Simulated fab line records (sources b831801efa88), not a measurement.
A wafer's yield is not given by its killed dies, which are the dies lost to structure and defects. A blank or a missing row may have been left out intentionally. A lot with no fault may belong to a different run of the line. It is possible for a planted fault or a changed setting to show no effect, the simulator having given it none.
fab line records -- flow sky130
record lots=5, wafers=15, lastDay=49
route steps=708 shown CONTACT@413 METAL1@434
lots that met no fault: from a run of the same line without faults
startH: the number of hours between the record's first day and the start of the first shown wafer of the lot -- waitH: hours elapsed since this lot's preceding step -- " repeats the value in the row above -- L1.1+2: one row covering several wafers at once -- - no value, or no start was given -- * or withheld: withheld -- < > ~ a bound
route shown NAME@n: names a module that has steps shown in the file, with the first one's number in the route -- usual: mean/standard deviation taken from wafers without a fault -- same: alike in all rows -- chamber/n: place in a boat -- sites: each site's reading -- _std_site: their standard deviation -- _edge_site: inner sites' mean taken away from outer sites' mean -- radiusMm: for every site, how far away it sits from the centre of the wafer -- mask NAME#n: copy n -- behind: the last tool/chamber to shape the wafer -- hold: cause of the lot's hold/its duration in hours/its outcome -- device: the transistor (n, p or np) that didn't switch -- end of line: the tests these same wafers got at the end of their route -- a step without rows: its recipe alone -- killed: count of dies lost to structure and defects at first sort (not the wafer's yield) -- map: the dies of a wafer, with x for killed, . for not killed, _ for no die there
set.NAME: the run value of the setting; set.NAME@STEP: its run value at that earlier step -- model.NAME: the simulator's own value behind a step, which no gauge read
lots at some steps of the route; a table a step, a row a wafer
services: the hour from which a tool's chamber was out of use, counted from the record's first day as startH (under 0 if before that day), plus the number of hours and why
## steps
# step SKY_CONTACT_HMDS_07
# recipe primeTimeS=60, primeTempC=120
# usual exhaustPa=45.0/0.83
# same primeTimeS=60
lot.wafer,tool,chamber,startH,waitH,exhaustPa
L077.1,lithoTrack-03,0,747.06,0.1,44.7
L077.2,lithoTrack-03,0,747.06,0.1,44.7
L077.4,lithoTrack-03,0,747.06,0.1,44.1
L082.1,lithoTrack-02,0,782.49,0.1,44.0
L082.3,lithoTrack-02,0,782.49,0.1,43.7
L082.4,lithoTrack-02,0,782.49,0.1,43.5
L090.4,lithoTrack-04,0,856.34,0.1,44.5
L090.5,lithoTrack-04,0,856.34,0.1,44.6
L090.6,lithoTrack-04,0,856.34,0.1,44.9
L091.2,lithoTrack-02,0,859.01,0.1,46.5
L091.3,lithoTrack-02,0,859.01,0.1,45.6
L091.5,lithoTrack-02,0,859.01,0.1,46.3
L093.2,lithoTrack-03,0,866.89,0.1,46.8
L093.3,lithoTrack-03,0,866.89,0.1,44.7
L093.5,lithoTrack-03,0,866.89,0.1,44.3
# step SKY_CONTACT_COAT_08
# recipe resist=BARC, tempC=withheld, timeS=withheld, spinRpm=3000, resistThkNm=60
# usual exhaustPa=44.8/0.85
lot.wafer,tool,chamber,startH,waitH,exhaustPa
L077.1,lithoTrack-03,0,747.21,0.1,45.7
L077.2,lithoTrack-03,0,747.21,0.1,44.8
L077.4,lithoTrack-03,0,747.21,0.1,45.6
L082.1,lithoTrack-02,0,782.64,0.1,42.9
L082.3,lithoTrack-02,0,782.64,0.1,43.3
L082.4,lithoTrack-02,0,782.64,0.1,45.7
L090.4,lithoTrack-04,0,856.49,0.1,43.6
L090.5,lithoTrack-04,0,856.49,0.1,43.6
L090.6,lithoTrack-04,0,856.49,0.1,43.2
L091.2,lithoTrack-02,0,859.16,0.1,45.9
L091.3,lithoTrack-02,0,859.16,0.1,46.3
L091.5,lithoTrack-02,0,859.16,0.1,44.6
L093.2,lithoTrack-03,0,867.04,0.1,43.9
L093.3,lithoTrack-03,0,867.04,0.1,45.8
L093.5,lithoTrack-03,0,867.04,0.1,43.6
# step SKY_CONTACT_COAT_09
# recipe resist=KrF-thick, spinRpm=3000, resistThkNm=450
# usual exhaustPa=45.0/1
lot.wafer,tool,chamber,startH,waitH,exhaustPa
L077.1,lithoTrack-03,0,-,-,46.3
L077.2,lithoTrack-03,0,-,-,45.3
L077.4,lithoTrack-03,0,-,-,45.2
L082.1,lithoTrack-02,0,-,-,45.5
L082.3,lithoTrack-02,0,-,-,45.0
L082.4,lithoTrack-02,0,-,-,48.2
L090.4,lithoTrack-04,0,-,-,44.3
L090.5,lithoTrack-04,0,-,-,44.5
L090.6,lithoTrack-04,0,-,-,44.9
L091.2,lithoTrack-02,0,-,-,44.4
L091.3,lithoTrack-02,0,-,-,45.7
L091.5,lithoTrack-02,0,-,-,43.8
L093.2,lithoTrack-03,0,-,-,44.2
L093.3,lithoTrack-03,0,-,-,44.0
L093.5,lithoTrack-03,0,-,-,42.6
# step SKY_CONTACT_SOFTBAKE_10
# recipe tempC=100, timeS=90, resist=KrF-thick
# usual exhaustPa=45.0/0.89
lot.wafer,tool,chamber,startH,waitH,exhaustPa
L077.1,lithoTrack-03,0,-,-,45.3
L077.2,lithoTrack-03,0,-,-,43.9
L077.4,lithoTrack-03,0,-,-,44.9
L082.1,lithoTrack-02,0,-,-,46.3
L082.3,lithoTrack-02,0,-,-,47.5
L082.4,lithoTrack-02,0,-,-,46.2
L090.4,lithoTrack-04,0,-,-,45.9
L090.5,lithoTrack-04,0,-,-,44.1
L090.6,lithoTrack-04,0,-,-,44.2
L091.2,lithoTrack-02,0,-,-,44.9
L091.3,lithoTrack-02,0,-,-,45.7
L091.5,lithoTrack-02,0,-,-,44.6
L093.2,lithoTrack-03,0,-,-,46.2
L093.3,lithoTrack-03,0,-,-,45.4
L093.5,lithoTrack-03,0,-,-,45.5
# step SKY_CONTACT_EXPOSE_11
# recipe maskId=CTM1, na=0.8, sourceShape=annular, sigmaInner=0.55, sigmaOuter=0.85, targetCdNm=170, doseMj=38
lot.wafer,tool,chamber,startH,waitH,mask
L077.1+2+4,krfScanner-01,0,-,-,CTM1#0
L082.1+3+4,krfScanner-02,0,-,-,CTM1#0
L090.4+5+6,krfScanner-01,0,-,-,CTM1#0
L091.2+3+5,krfScanner-02,0,-,-,CTM1#0
L093.2+3+5,krfScanner-02,0,-,-,CTM1#0
# step SKY_CONTACT_PEB_12
# recipe pebTempC=withheld, pebTimeS=withheld, resist=KrF-thick
# usual exhaustPa=44.7/0.92
lot.wafer,tool,chamber,startH,waitH,exhaustPa
L077.1,lithoTrack-04,0,-,-,45.0
L077.2,lithoTrack-04,0,-,-,44.4
L077.4,lithoTrack-04,0,-,-,44.3
L082.1,lithoTrack-03,0,-,-,45.7
L082.3,lithoTrack-03,0,-,-,44.1
L082.4,lithoTrack-03,0,-,-,45.4
L090.4,lithoTrack-02,0,-,-,43.2
L090.5,lithoTrack-02,0,-,-,46.0
L090.6,lithoTrack-02,0,-,-,45.0
L091.2,lithoTrack-02,0,-,-,43.1
L091.3,lithoTrack-02,0,-,-,45.2
L091.5,lithoTrack-02,0,-,-,44.4
L093.2,lithoTrack-02,0,-,-,44.8
L093.3,lithoTrack-02,0,-,-,44.4
L093.5,lithoTrack-02,0,-,-,43.7
# step SKY_CONTACT_DEVELOP_13
# recipe developTimeS=60, resist=KrF-thick, devTempC=21
# usual exhaustPa=45.0/1
lot.wafer,tool,chamber,startH,waitH,exhaustPa
L077.1,lithoTrack-04,0,-,-,44.6
L077.2,lithoTrack-04,0,-,-,44.0
L077.4,lithoTrack-04,0,-,-,45.0
L082.1,lithoTrack-03,0,-,-,44.7
L082.3,lithoTrack-03,0,-,-,45.4
L082.4,lithoTrack-03,0,-,-,46.0
L090.4,lithoTrack-02,0,-,-,45.0
L090.5,lithoTrack-02,0,-,-,44.9
L090.6,lithoTrack-02,0,-,-,45.7
L091.2,lithoTrack-02,0,-,-,44.9
L091.3,lithoTrack-02,0,-,-,45.1
L091.5,lithoTrack-02,0,-,-,44.7
L093.2,lithoTrack-02,0,-,-,47.4
L093.3,lithoTrack-02,0,-,-,46.2
L093.5,lithoTrack-02,0,-,-,46.8
# step SKY_CONTACT_CD_MEAS_14
# recipe targetCdNm=170
# usual cdNm=169.6/1.6
lot.wafer,tool,chamber,startH,waitH,cdNm
L077.1,cdSem-02,-,762.02,-,169.9
L077.2,cdSem-02,-,762.02,-,170.8
L077.4,cdSem-02,-,762.02,-,168.9
L082.1,cdSem-02,-,802.11,-,171.9
L082.3,cdSem-02,-,802.11,-,171.4
L082.4,cdSem-02,-,802.11,-,169.5
L090.4,cdSem-02,-,870.25,-,171.0
L090.5,cdSem-02,-,870.25,-,168.4
L090.6,cdSem-02,-,870.25,-,169.4
L091.2,cdSem-01,-,873.56,-,173.2
L091.3,cdSem-01,-,873.56,-,173.0
L091.5,cdSem-01,-,873.56,-,172.9
L093.2,cdSem-02,-,880.26,-,168.3
L093.3,cdSem-02,-,880.26,-,167.9
L093.5,cdSem-02,-,880.26,-,168.1
# step SKY_CONTACT_OVL_MEAS_15
# usual CONTACT_OVL=0/4.1
lot.wafer,tool,chamber,startH,waitH,CONTACT_OVL[nm]
L077.1,overlay-01,-,762.14,0.1,3
L077.2,overlay-01,-,762.14,0.1,-1
L077.4,overlay-01,-,762.14,0.1,3
L082.1,overlay-02,-,802.23,0.1,-2
L082.3,overlay-02,-,802.23,0.1,-4
L082.4,overlay-02,-,802.23,0.1,-5
L090.4,overlay-01,-,870.33,0.1,-5
L090.5,overlay-01,-,870.33,0.1,-12
L090.6,overlay-01,-,870.33,0.1,-4
L091.2,overlay-02,-,873.66,0.1,-2
L091.3,overlay-02,-,873.66,0.1,-6
L091.5,overlay-02,-,873.66,0.1,-1
L093.2,overlay-01,-,880.38,0.1,-3
L093.3,overlay-01,-,880.38,0.1,3
L093.5,overlay-01,-,880.38,0.1,4
# step SKY_CONTACT_ETCH_16
# recipe chemistry=N2/H2, target=BARC, ionEnergyEv=200, sourceW=500, biasW=100, pressureMtorr=30, n2FlowSccm=100, h2FlowSccm=200, stopOn=SiO2, timeS=45.9, targetDepthA=600
# usual drypumpMotorCurrentA=5.7/0.31, oesProductAu=0.855/0.0049, throttleValvePct=13.225/0.0089
lot.wafer,tool,chamber,startH,waitH,drypumpMotorCurrentA,oesProductAu,rfHoursCounterH,throttleValvePct
L077.1,rieDiel-04,0,762.17,0.0,6.0,0.860,5,13.232
L077.2,rieDiel-04,1,762.17,0.0,5.3,0.851,8,13.206
L077.4,rieDiel-04,2,762.17,0.0,5.6,0.854,18,13.229
L082.1,rieDiel-04,2,802.27,0.0,5.6,0.851,20,13.234
L082.3,rieDiel-04,1,802.27,0.0,5.3,0.855,10,13.235
L082.4,rieDiel-04,3,802.27,0.0,5.7,0.854,31,13.223
L090.4,rieDiel-04,0,870.34,0.0,6.1,0.853,9,13.226
L090.5,rieDiel-04,2,870.34,0.0,5.6,0.854,-,13.203
L090.6,rieDiel-04,3,870.34,0.0,5.8,0.857,-,13.230
L091.2,rieDiel-04,2,873.69,0.0,5.6,0.866,22,13.230
L091.3,rieDiel-04,3,873.69,0.0,5.7,0.852,0,13.215
L091.5,rieDiel-04,0,873.69,0.0,6.0,0.855,-,13.242
L093.2,rieDiel-04,1,880.41,0.0,5.3,0.859,13,13.230
L093.3,rieDiel-04,2,880.41,0.0,5.6,0.852,23,13.221
L093.5,rieDiel-04,1,880.41,0.0,5.3,0.858,-,13.230
# step SKY_CONTACT_ETCH_17
# recipe target=SiO2, chemistry=C4F8/O2/Ar, stopOn=Si3N4, maskMaterial=KrF-thick, sourceW=1500, biasW=1200, pressureMtorr=40, c4f8FlowSccm=withheld, O2_flow_sccm=6, Ar_flow_sccm=300, timeS=withheld, targetDepthA=3400
# usual oesProductAu=0.891/0.0046
lot.wafer,tool,chamber,startH,waitH,oesProductAu
L077.1,rieDiel-04,0,762.22,0.0,0.887
L077.2,rieDiel-04,1,762.22,0.0,0.902
L077.4,rieDiel-04,2,762.22,0.0,0.891
L082.1,rieDiel-04,2,802.31,0.0,0.887
L082.3,rieDiel-04,1,802.31,0.0,0.891
L082.4,rieDiel-04,3,802.31,0.0,0.886
L090.4,rieDiel-04,0,870.39,0.0,0.892
L090.5,rieDiel-04,2,870.39,0.0,0.887
L090.6,rieDiel-04,3,870.39,0.0,0.882
L091.2,rieDiel-04,2,873.74,0.0,0.889
L091.3,rieDiel-04,3,873.74,0.0,0.884
L091.5,rieDiel-04,0,873.74,0.0,0.892
L093.2,rieDiel-04,1,880.45,0.0,0.902
L093.3,rieDiel-04,2,880.45,0.0,0.885
L093.5,rieDiel-04,1,880.45,0.0,0.893
# step SKY_CONTACT_ETCH_18
# recipe target=Si3N4, chemistry=CHF3/O2, stopOn=TiN, sourceW=600, biasW=200, pressureMtorr=40, chf3FlowSccm=50, O2_flow_sccm=5, timeS=39, targetDepthA=750
# usual drypumpMotorCurrentA=5.7/0.3, oesProductAu=0.853/0.0068, throttleValvePct=8.792/0.0093
lot.wafer,tool,chamber,startH,waitH,drypumpMotorCurrentA,oesProductAu,rfHoursCounterH,throttleValvePct
L077.1,rieDiel-04,0,-,-,6.0,0.858,5,8.789
L077.2,rieDiel-04,1,-,-,5.3,0.847,8,8.767
L077.4,rieDiel-04,2,-,-,5.6,0.864,19,8.786
L082.1,rieDiel-04,2,-,-,5.6,0.853,20,8.795
L082.3,rieDiel-04,1,-,-,5.3,0.853,10,8.804
L082.4,rieDiel-04,3,-,-,5.7,0.857,31,8.797
L090.4,rieDiel-04,0,-,-,6.0,0.868,9,8.800
L090.5,rieDiel-04,2,-,-,5.6,0.862,-,8.806
L090.6,rieDiel-04,3,-,-,5.8,0.852,-,8.784
L091.2,rieDiel-04,2,-,-,5.6,0.841,22,8.792
L091.3,rieDiel-04,3,-,-,5.8,0.852,1,8.786
L091.5,rieDiel-04,0,-,-,6.0,0.855,-,8.782
L093.2,rieDiel-04,1,-,-,5.4,0.845,13,8.804
L093.3,rieDiel-04,2,-,-,5.6,0.851,23,8.791
L093.5,rieDiel-04,1,-,-,5.3,0.861,-,8.795
# step SKY_CONTACT_STRIP_19
# recipe chemistry=O2/N2, powerW=1400, pressureMtorr=1500, platenTempC=withheld, o2FlowSccm=3000, n2FlowSccm=300, overashFraction=0.5
# usual drypumpMotorCurrentA=5.9/0.42, oesProductAu=0.380/0.0046, stripTimeToEndpointS=3.614/0.026
lot.wafer,tool,chamber,startH,waitH,drypumpMotorCurrentA,oesProductAu,rfHoursCounterH,stripTimeToEndpointS
L077.1,plasmaAsher-03,0,762.31,-,5.8,0.373,33,3.624
L077.2,plasmaAsher-03,1,762.31,-,6.0,0.380,33,3.610
L077.4,plasmaAsher-03,1,762.31,-,6.0,0.377,-,3.629
L082.1,plasmaAsher-02,0,802.40,-,6.6,0.383,63,3.585
L082.3,plasmaAsher-02,0,802.40,-,6.6,0.378,-,3.544
L082.4,plasmaAsher-02,1,802.40,-,5.5,0.380,-,3.561
L090.4,plasmaAsher-02,1,870.51,-,5.5,0.382,-,3.615
L090.5,plasmaAsher-02,0,870.51,-,6.6,0.384,-,3.635
L090.6,plasmaAsher-02,1,870.51,-,5.5,0.377,-,3.622
L091.2,plasmaAsher-02,1,873.83,-,5.4,0.381,70,3.619
L091.3,plasmaAsher-02,0,873.83,-,6.6,0.383,-,3.652
L091.5,plasmaAsher-02,1,873.83,-,5.4,0.379,-,3.604
L093.2,plasmaAsher-02,1,880.54,-,5.5,0.382,71,3.558
L093.3,plasmaAsher-02,0,880.54,-,6.6,0.376,-,3.569
L093.5,plasmaAsher-02,1,880.54,-,5.4,0.388,-,3.583
# step SKY_CONTACT_STRIP_20
# recipe chemistry=postEtchResidueRemover, timeS=1200, tempC=72.5
lot.wafer,tool,chamber,startH,waitH
L077.1+2+4,wetBench-02,2,762.41,0.1
L082.1+3+4,wetBench-02,2,802.50,0.1
L090.4+5+6,wetBench-02,1,870.58,0.0
L091.2+3+5,wetBench-04,2,873.93,0.1
L093.2+3+5,wetBench-04,1,880.64,0.1
# step SKY_CONTACT_CLEAN_21
# recipe chemistry=IPA, timeS=180, tempC=25
lot.wafer,tool,chamber,startH,waitH
L077.1+2+4,wetBench-01,1,762.75,0.0
L082.1+3+4,wetBench-01,3,803.18,0.0
L090.4+5+6,wetBench-01,2,870.92,0.0
L091.2+3+5,wetBench-01,2,874.30,0.0
L093.2+3+5,wetBench-02,3,880.98,0.0
# step SKY_CONTACT_CLEAN_22
# recipe chemistry=O3/DIW, dry=n2Spin
lot.wafer,tool,chamber,startH,waitH
L077.1+2+4,wetBench-02,0,762.81,0.0
L082.1+3+4,wetBench-04,3,803.24,0.0
L090.4+5+6,wetBench-04,1,870.98,0.0
L091.2+3+5,wetBench-02,2,874.36,0.0
L093.2+3+5,wetBench-01,3,881.05,0.0
# step SKY_CONTACT_SPUTTER_23
# recipe material=TiN, targetThkNm=20, chamberPressurePa=5, powerW=4000, timeS=80
# usual cathodeDcPowerW=4000.0/0.72, throttleValvePct=30.0/1.2
lot.wafer,tool,chamber,startH,waitH,cathodeDcPowerW,throttleValvePct
L077.1,pvdSputter-04,-,762.90,0.0,4000.0,29.0
L077.2,pvdSputter-04,-,762.90,0.0,3999.7,29.1
L077.4,pvdSputter-04,-,762.90,0.0,3999.0,29.9
L082.1,pvdSputter-02,-,803.33,0.0,4000.3,31.8
L082.3,pvdSputter-02,-,803.33,0.0,3999.3,30.8
L082.4,pvdSputter-02,-,803.33,0.0,3999.5,31.8
L090.4,pvdSputter-04,-,871.07,0.0,4000.9,27.8
L090.5,pvdSputter-04,-,871.07,0.0,3999.4,30.0
L090.6,pvdSputter-04,-,871.07,0.0,4000.4,29.1
L091.2,pvdSputter-02,-,874.45,0.0,4000.4,30.8
L091.3,pvdSputter-02,-,874.45,0.0,4001.1,31.5
L091.5,pvdSputter-02,-,874.45,0.0,4000.1,31.8
L093.2,pvdSputter-02,-,881.14,0.0,4000.3,31.4
L093.3,pvdSputter-02,-,881.14,0.0,4000.1,30.8
L093.5,pvdSputter-02,-,881.14,0.0,3999.3,31.0
# step SKY_CONTACT_CVD_24
# recipe material=W, targetThkNm=340, timeS=102.12, tempC=400, pressureTorr=40
# usual heaterPowerW=847/21
lot.wafer,tool,chamber,startH,waitH,heaterPowerW
L077.1,cvdW-01,0,762.96,0.0,805
L077.2,cvdW-01,1,762.96,0.0,864
L077.4,cvdW-01,1,762.96,0.0,855
L082.1,cvdW-01,1,803.39,0.0,874
L082.3,cvdW-01,0,803.39,0.0,808
L082.4,cvdW-01,1,803.39,0.0,889
L090.4,cvdW-02,0,871.17,0.1,853
L090.5,cvdW-02,0,871.17,0.1,849
L090.6,cvdW-02,1,871.17,0.1,848
L091.2,cvdW-02,0,874.51,0.0,860
L091.3,cvdW-02,0,874.51,0.0,859
L091.5,cvdW-02,1,874.51,0.0,872
L093.2,cvdW-02,0,881.20,0.0,862
L093.3,cvdW-02,1,881.20,0.0,829
L093.5,cvdW-02,0,881.20,0.0,855
# step SKY_CONTACT_RS_MEAS_25
# recipe thkMeasGauge=four-point-probe, reads=W_of_CONTACT_CVD_24+TiN_of_CONTACT_SPUTTER_23
# usual CONTACT_W_RS=0.338/0.0043
lot.wafer,tool,chamber,startH,waitH,CONTACT_W_RS[ohm/sq]
L077.1,filmMetro-01,-,763.07,0.1,0.328
L077.2,filmMetro-01,-,763.07,0.1,0.342
L077.4,filmMetro-01,-,763.07,0.1,0.339
L082.1,filmMetro-04,-,803.50,0.1,0.338
L082.3,filmMetro-04,-,803.50,0.1,0.334
L082.4,filmMetro-04,-,803.50,0.1,0.346
L090.4,filmMetro-01,-,871.30,0.1,0.344
L090.5,filmMetro-01,-,871.30,0.1,0.340
L090.6,filmMetro-01,-,871.30,0.1,0.338
L091.2,filmMetro-04,-,874.64,0.1,0.345
L091.3,filmMetro-04,-,874.64,0.1,0.339
L091.5,filmMetro-04,-,874.64,0.1,0.338
L093.2,filmMetro-02,-,881.33,0.1,0.340
L093.3,filmMetro-02,-,881.33,0.1,0.337
L093.5,filmMetro-02,-,881.33,0.1,0.340
# step SKY_CONTACT_THK_MEAS_26
# recipe thkMeasGauge=xrf, reads=W_of_CONTACT_CVD_24
# usual CONTACT_W_THK=326/6.1
lot.wafer,tool,chamber,startH,waitH,CONTACT_W_THK[nm]
L077.1,filmMetro-01,-,763.19,0.1,340
L077.2,filmMetro-01,-,763.19,0.1,326
L077.4,filmMetro-01,-,763.19,0.1,327
L082.1,filmMetro-04,-,803.62,0.1,325
L082.3,filmMetro-04,-,803.62,0.1,329
L082.4,filmMetro-04,-,803.62,0.1,319
L090.4,filmMetro-01,-,871.39,0.1,323
L090.5,filmMetro-01,-,871.39,0.1,328
L090.6,filmMetro-01,-,871.39,0.1,331
L091.2,filmMetro-04,-,874.75,0.1,318
L091.3,filmMetro-04,-,874.75,0.1,322
L091.5,filmMetro-04,-,874.75,0.1,323
L093.2,filmMetro-02,-,881.44,0.1,320
L093.3,filmMetro-02,-,881.44,0.1,324
L093.5,filmMetro-02,-,881.44,0.1,321
# step SKY_CONTACT_CMP_27
# recipe stopOn=SiO2, tOverpolishS=15, downForcePsi=3.5, platenRpm=60, targetThkNm=0, padVelocityMS=0.94248
# usual motorCurrentA=11.3/1.4, overpolishRunS=15.000/0.0088, timeToEndpointS=80/3.5
lot.wafer,tool,chamber,startH,waitH,motorCurrentA,overpolishRunS,timeToEndpointS
L077.1,cmp-02,1,763.30,0.1,9.3,14.992,78
L077.2,cmp-02,2,763.30,0.1,12.4,15.019,75
L077.4,cmp-02,3,763.30,0.1,10.1,15.004,75
L082.4,cmp-02,1,803.68,0.0,9.7,15.011,73
L082.3,cmp-02,2,803.68,0.0,13.7,15.007,77
L082.1,cmp-02,3,803.68,0.0,9.9,14.998,72
L090.4,cmp-02,1,871.47,0.1,9.7,15.000,78
L090.6,cmp-02,0,871.47,0.1,12.0,15.005,81
L090.5,cmp-02,1,871.47,0.1,10.1,15.020,74
L091.2,cmp-01,3,874.85,0.1,12.8,15.001,81
L091.3,cmp-01,0,874.85,0.1,13.4,14.992,83
L091.5,cmp-01,3,874.85,0.1,11.9,15.004,82
L093.2,cmp-02,2,881.54,0.1,12.7,15.008,78
L093.3,cmp-02,3,881.54,0.1,10.2,14.996,80
L093.5,cmp-02,1,881.54,0.1,9.4,15.009,78
# step SKY_METAL1_SPUTTER_00
# recipe material=Ti, targetThkNm=15, powerW=3000, timeS=10, chamberPressurePa=0.4
# usual cathodeDcPowerW=2999.9/0.53, throttleValvePct=29.9/1
lot.wafer,tool,chamber,startH,waitH,cathodeDcPowerW,throttleValvePct
L077.1,pvdSputter-02,-,763.55,0.2,2999.5,30.9
L077.2,pvdSputter-02,-,763.55,0.2,3000.3,30.7
L077.4,pvdSputter-02,-,763.55,0.2,3000.3,31.5
L082.1,pvdSputter-01,-,803.98,0.1,3001.0,29.4
L082.3,pvdSputter-01,-,803.98,0.1,2999.3,29.2
L082.4,pvdSputter-01,-,803.98,0.1,3000.4,30.2
L090.4,pvdSputter-01,-,871.72,0.2,3000.1,29.3
L090.5,pvdSputter-01,-,871.72,0.2,3000.4,29.1
L090.6,pvdSputter-01,-,871.72,0.2,3000.9,28.3
L091.2,pvdSputter-01,-,875.10,0.2,3000.4,28.5
L091.3,pvdSputter-01,-,875.10,0.2,3000.4,29.5
L091.5,pvdSputter-01,-,875.10,0.2,2999.7,30.0
L093.2,pvdSputter-01,-,881.79,0.2,2999.7,29.1
L093.3,pvdSputter-01,-,881.79,0.2,3000.3,30.3
L093.5,pvdSputter-01,-,881.79,0.2,2999.9,29.2
# step SKY_METAL1_SPUTTER_01
# recipe material=TiN, targetThkNm=20, powerW=6500, timeS=16.7, chamberPressurePa=0.4
# usual cathodeDcPowerW=6500.2/1.2, throttleValvePct=29.9/1.1
lot.wafer,tool,chamber,startH,waitH,cathodeDcPowerW,throttleValvePct
L077.1,pvdSputter-02,-,763.57,0.0,6498.9,30.8
L077.2,pvdSputter-02,-,763.57,0.0,6499.1,30.6
L077.4,pvdSputter-02,-,763.57,0.0,6501.3,31.5
L082.1,pvdSputter-01,-,804.01,0.0,6500.0,29.5
L082.3,pvdSputter-01,-,804.01,0.0,6500.1,28.9
L082.4,pvdSputter-01,-,804.01,0.0,6501.5,30.0
L090.4,pvdSputter-01,-,871.74,0.0,6499.1,29.0
L090.5,pvdSputter-01,-,871.74,0.0,6501.3,29.3
L090.6,pvdSputter-01,-,871.74,0.0,6499.9,28.5
L091.2,pvdSputter-01,-,875.12,0.0,6499.9,28.3
L091.3,pvdSputter-01,-,875.12,0.0,6500.4,29.2
L091.5,pvdSputter-01,-,875.12,0.0,6500.5,30.0
L093.2,pvdSputter-01,-,881.81,0.0,6497.7,29.2
L093.3,pvdSputter-01,-,881.81,0.0,6499.2,30.3
L093.5,pvdSputter-01,-,881.81,0.0,6501.5,29.4
# step SKY_METAL1_SPUTTER_02
# recipe material=AlCu, targetThkNm=250, powerW=10600, timeS=13.3, chamberPressurePa=0.4
# usual cathodeDcPowerW=10600/1.9, throttleValvePct=29.9/1
lot.wafer,tool,chamber,startH,waitH,cathodeDcPowerW,throttleValvePct
L077.1,pvdSputter-02,-,763.60,0.0,10602,30.9
L077.2,pvdSputter-02,-,763.60,0.0,10603,30.8
L077.4,pvdSputter-02,-,763.60,0.0,10600,31.4
L082.1,pvdSputter-01,-,804.04,0.0,10602,29.4
L082.3,pvdSputter-01,-,804.04,0.0,10598,29.2
L082.4,pvdSputter-01,-,804.04,0.0,10599,30.0
L090.4,pvdSputter-01,-,871.77,0.0,10599,29.0
L090.5,pvdSputter-01,-,871.77,0.0,10600,29.3
L090.6,pvdSputter-01,-,871.77,0.0,10600,28.6
L091.2,pvdSputter-01,-,875.15,0.0,10598,28.4
L091.3,pvdSputter-01,-,875.15,0.0,10598,29.5
L091.5,pvdSputter-01,-,875.15,0.0,10606,30.2
L093.2,pvdSputter-01,-,881.84,0.0,10600,29.1
L093.3,pvdSputter-01,-,881.84,0.0,10600,30.2
L093.5,pvdSputter-01,-,881.84,0.0,10600,29.4
## services
tool,chamber,startH,hours,kind
krfScanner-01,-,734.72,4.4,pm
cmp-02,-,744.00,4.0,pm
krfScanner-01,-,744.47,0.8,pm
krfScanner-01,-,760.04,1.0,pm
krfScanner-01,-,762.48,1.3,pm
cvdW-01,-,768.27,1.0,repair
krfScanner-01,-,779.64,3.6,pm
wetBench-01,-,781.48,1.9,pm
krfScanner-02,-,783.20,7.2,pm
krfScanner-02,-,795.60,0.9,repair
krfScanner-01,-,807.81,11.6,pm
rieDiel-04,3,810.60,13.1,repair
pvdSputter-02,-,810.82,3.4,repair
krfScanner-02,-,813.47,0.6,repair
krfScanner-01,-,821.09,1.1,repair
krfScanner-02,-,842.23,0.5,repair
krfScanner-02,-,842.82,1.0,pm
pvdSputter-01,-,855.56,1.3,repair
rieDiel-04,3,859.52,2.9,repair
krfScanner-02,-,860.53,6.2,repair
krfScanner-02,-,860.78,0.9,repair
rieDiel-04,2,860.83,8.7,repair
krfScanner-01,-,865.04,1.9,repair
cvdW-01,-,877.68,2.2,repair
## key
fault none
